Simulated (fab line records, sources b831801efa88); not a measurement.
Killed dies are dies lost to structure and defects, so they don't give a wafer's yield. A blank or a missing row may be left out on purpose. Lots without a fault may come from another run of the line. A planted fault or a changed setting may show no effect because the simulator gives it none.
A struck lot beside a sound one | flow sky130 | 17 steps out of a route of 708
Sound: wafers L671.1, L671.5, L671.6. Struck: wafers L683.1, L683.2, L683.5. The cause comes at the end.
At each step with rows: each side's tool, then ch and its chambers, then its first start. Under that, the readings that differ: sound wafers | struck wafers | difference of the means | sigmas: that difference in standard deviations of wafers without a fault.
alike: readings whose means differ by less than 2 such deviations, and words and numbers that are the same on both sides. not compared: withheld readings, readings that some wafer has no value for, bounds like >300 that may hide the same value, and numbers for which the record gives no deviation and whose values overlap.
The two part at a step that has a row with sigmas, a row that says differs or no value, or rows on one side only. Numbers that don't overlap but have no deviation are shown without sigmas and don't part them. A reading that every wafer of one side lacks parts them only if that side has two wafers or more.

first, 2 steps without rows for these wafers: SKY_CONTACT_PEB_12; SKY_CONTACT_DEVELOP_13 (develop time 60 s).
SKY_CONTACT_CD_MEAS_14: target cd 170 nm.
  sound on cd_sem-01, day 33 03:28; struck on cd_sem-02, day 37 02:16
  alike: cd_nm
SKY_CONTACT_OVL_MEAS_15:
  sound on overlay-02, day 33 03:35; struck on overlay-02, day 37 02:23
  alike: CONTACT_OVL
SKY_CONTACT_ETCH_16: etches BARC in N2/H2, stops on SiO2, time 45.9 s, target depth 60 nm.
  sound on rie_diel-04 ch 1,3, day 33 03:37; struck on rie_diel-03 ch 0,3, day 37 02:25
  alike: drypump_motor_current_A, oes_product_au, throttle_valve_pct
  not compared: rf_hours_counter_h
SKY_CONTACT_ETCH_17: etches SiO2 in C4F8/O2/Ar, stops on Si3N4, target depth 340 nm.
  sound on rie_diel-04 ch 1,3, day 33 03:40; struck on rie_diel-03 ch 0,3, day 37 02:28
  alike: oes_product_au
SKY_CONTACT_ETCH_18: etches Si3N4 in CHF3/O2, stops on TiN, time 39 s, target depth 75 nm.
  sound on rie_diel-04 ch 1,3; struck on rie_diel-03 ch 0,3
  alike: drypump_motor_current_A, oes_product_au, throttle_valve_pct
  not compared: rf_hours_counter_h
SKY_CONTACT_STRIP_19: strips in O2/N2.
  sound on plasma_asher-03 ch 0,1, day 33 03:45; struck on plasma_asher-01 ch 0,1, day 37 02:34
  alike: drypump_motor_current_A, oes_product_au, strip_time_to_endpoint_s
  not compared: rf_hours_counter_h
then, 3 steps without rows for these wafers: SKY_CONTACT_STRIP_20 (strips in post etch residue remover, time 1200 s); SKY_CONTACT_CLEAN_21 (cleans in IPA, time 180 s); SKY_CONTACT_CLEAN_22 (cleans in O3/DIW).
SKY_CONTACT_SPUTTER_23: material TiN, target thk 20 nm, time 80 s.
  sound on pvd_sputter-03, day 33 04:21; struck on pvd_sputter-01, day 37 03:13
  alike: chamber_pressure_pa, throttle_valve_pct
SKY_CONTACT_CVD_24: deposits W, target thk 340 nm, time 102.12 s.
  sound on cvd_w-01 ch 0,1, day 33 04:25; struck on cvd_w-02 ch 0,1, day 37 03:16
  no value came back on the struck wafers for chamber_pressure_Torr (Torr), heater_power_outer_w (W), heater_power_w (W); on the sound wafers chamber_pressure_Torr (Torr) reads 40.06 39.89 39.94
SKY_CONTACT_RS_MEAS_25: measures by four-point-probe.
  sound on film_metro-01, day 33 04:32; struck on film_metro-04, day 37 03:23
  reading               | sound             | struck               | difference | sigmas
  CONTACT_W_RS (ohm/sq) | 0.328 0.336 0.331 | 57.634 58.823 57.213 | +57.558    | +99 or more
SKY_CONTACT_THK_MEAS_26: measures by xrf.
  sound on film_metro-01, day 33 04:39; struck on film_metro-04, day 37 03:30
  reading            | sound       | struck   | difference | sigmas
  CONTACT_W_THK (nm) | 343 333 338 | <0 <0 <0 | differs    |
SKY_CONTACT_CMP_27: polishes, stops on SiO2, t overpolish 15 s, target thk 0 nm.
  sound on cmp-02 ch 0,2,3, day 33 04:49; struck on cmp-01 ch 2,3, day 37 03:34
  reading                | sound    | struck | difference | sigmas
  time_to_endpoint_s (s) | 92 81 88 | 4 9 6  | -81        | -21
  alike: edge_zone_pressure_frac, motor_current_A, platen_rpm, slurry_filter_dp_kPa, slurry_flow_ml_min
-- the record jumps here: 13 days lie between the struck wafers' starts before and after (it left off in module CONTACT and takes up again in module PAD_OPEN, whose first step shown is number 708 of the route) --
SKY_PAD_OPEN_PROBE_99:
  sound on prober-01, day 47 00:45; struck on prober-02, day 49 23:29
  reading            | sound    | struck      | difference | sigmas
  killed_at_contacts | 32 22 23 | 434 439 435 | +410       | +71
  killed_at_other    | 1 1 1    | 0 0 0       | -1         | -2
  killed_dies        | 85 82 84 | 492 492 492 | +408       | +42
  killed_on_rim      | 12 21 20 | 96 96 96    | +78        | +19
  alike: killed_at_M0_to_M3, killed_at_M4_up, killed_at_front_end, killed_open, killed_short

WHERE THEY PART
First at SKY_CONTACT_CVD_24; last, within this record, at SKY_PAD_OPEN_PROBE_99.

WHY: what the simulator had put in
Skipped step whole: cvd_w-02, from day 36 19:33 on, at SKY_CONTACT_CVD_24. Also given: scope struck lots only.
